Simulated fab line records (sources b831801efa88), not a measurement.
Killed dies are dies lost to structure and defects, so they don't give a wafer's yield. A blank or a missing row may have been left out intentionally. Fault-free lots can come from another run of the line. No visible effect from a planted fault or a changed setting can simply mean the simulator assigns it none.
Problem report, 8D (eight disciplines) form, completed by code    flow gf180mcu    the parts of the form that need people (team, actions taken, sign-off) are left out

1. PROBLEM STATEMENT
Wafers free of any fault read 1213 (standard deviation 4.7) for VT_IMPLANT_2_TW at GF_VT_IMPLANT_TW_MEAS_21, against a mean of 1288 on 6 wafers of 2 lots. Relative to the usual mean, that is a shift of +16 standard deviations.
Earliest sighting: wafer L938.1 on film-metro-02 at day 9 19:46. Wafers with a number at this step in the record: 39, from 13 lots. By rule, "out" or "out of limits" means more than 4 standard deviations away from the usual mean. Any other wafer with a number is counted as sound.

2. WHAT IT IS, AND WHAT IT ISN'T
question                     is                            is not
which readings at this step  VT_IMPLANT_2_TW               -
which lots                   L938, L939                    L926, L927, L928, L929, L930, L932, L933, L937, L943, L946, L949
which wafers of those lots   all that have a number        -
read on which gauges         film-metro-01, film-metro-02  film-metro-04
when                         from day 9 19:46              up to then (24 sound wafers); but 9 sound wafers of L943, L946, L949 came after

3. WHAT RULES OUT EACH SUSPECT
Counting: any tool at a process step up to the reading is kept as a suspect provided that every lot that is out went through it and no sound lot did after the first of them.
- the gauge at GF_VT_IMPLANT_TW_MEAS_21 is ruled out. Those wafers that are out were read across 2 gauges (film-metro-01, film-metro-02).
- implanter-04 at GF_VT_IMPLANT_IMPLANT_19: kept. It processed each lot that is out, first L938 at day 9 19:31, and no sound lot thereafter; up to then, the last sound lot it processed was L930 at day 7 03:07. On those wafers its own readings are out: dose-ions-cm2, faraday-current-uA.
Remaining after the count: implanter-04 at GF_VT_IMPLANT_IMPLANT_19.

4. THE CAUSE (what the simulator had put in)
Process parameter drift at GF_VT_IMPLANT_IMPLANT_19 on implanter-04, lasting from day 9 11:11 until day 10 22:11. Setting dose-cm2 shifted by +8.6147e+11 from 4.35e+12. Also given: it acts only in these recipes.
After counting, this tool was the only one left.

5. THE EFFECT CHAIN, in route order
Each row: a reading whose mean over the struck wafers that have a number lies more than 3 standard deviations from the usual. Readings are gone through only where the record gives a usual standard deviation; hours: the median, over the lots, of the time from a lot's start at the first step in this table giving one to that lot's start at this step; sigmas: the change measured in usual standard deviations.
hours  step                      reading             usual      on struck wafers  change      sigmas
0      GF_VT_IMPLANT_IMPLANT_19  dose-ions-cm2       4.351e+12  5.214e+12         +8.625e+11  +99 or more
0      GF_VT_IMPLANT_IMPLANT_19  faraday-current-uA  24.6       29.3              +4.7        +8.5
0      GF_VT_IMPLANT_TW_MEAS_21  VT_IMPLANT_2_TW     1213       1288              +75         +16
Here are the process steps it includes:
- GF_VT_IMPLANT_IMPLANT_19
Later measuring or inspecting steps at which every struck wafer that the step has a row for has a number for every such reading, and none has moved that far: GF_M3_RS_MEAS_05.

6. WHAT WOULD HAVE CAUGHT IT SOONER
In this record the first reading out of limits at a measuring or inspecting step was taken at day 9 19:46, 9 hours after the fault began at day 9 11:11.
The tool's own readings at GF_VT_IMPLANT_IMPLANT_19 were out on every struck wafer that the step has a row for (dose-ions-cm2, faraday-current-uA): an alarm limit on them would have fired on the first of those.
Of the lots that are out (2), L939 began GF_VT_IMPLANT_IMPLANT_19 on implanter-04 after day 9 19:46. It would have been spared by a hold on the tool at that moment.
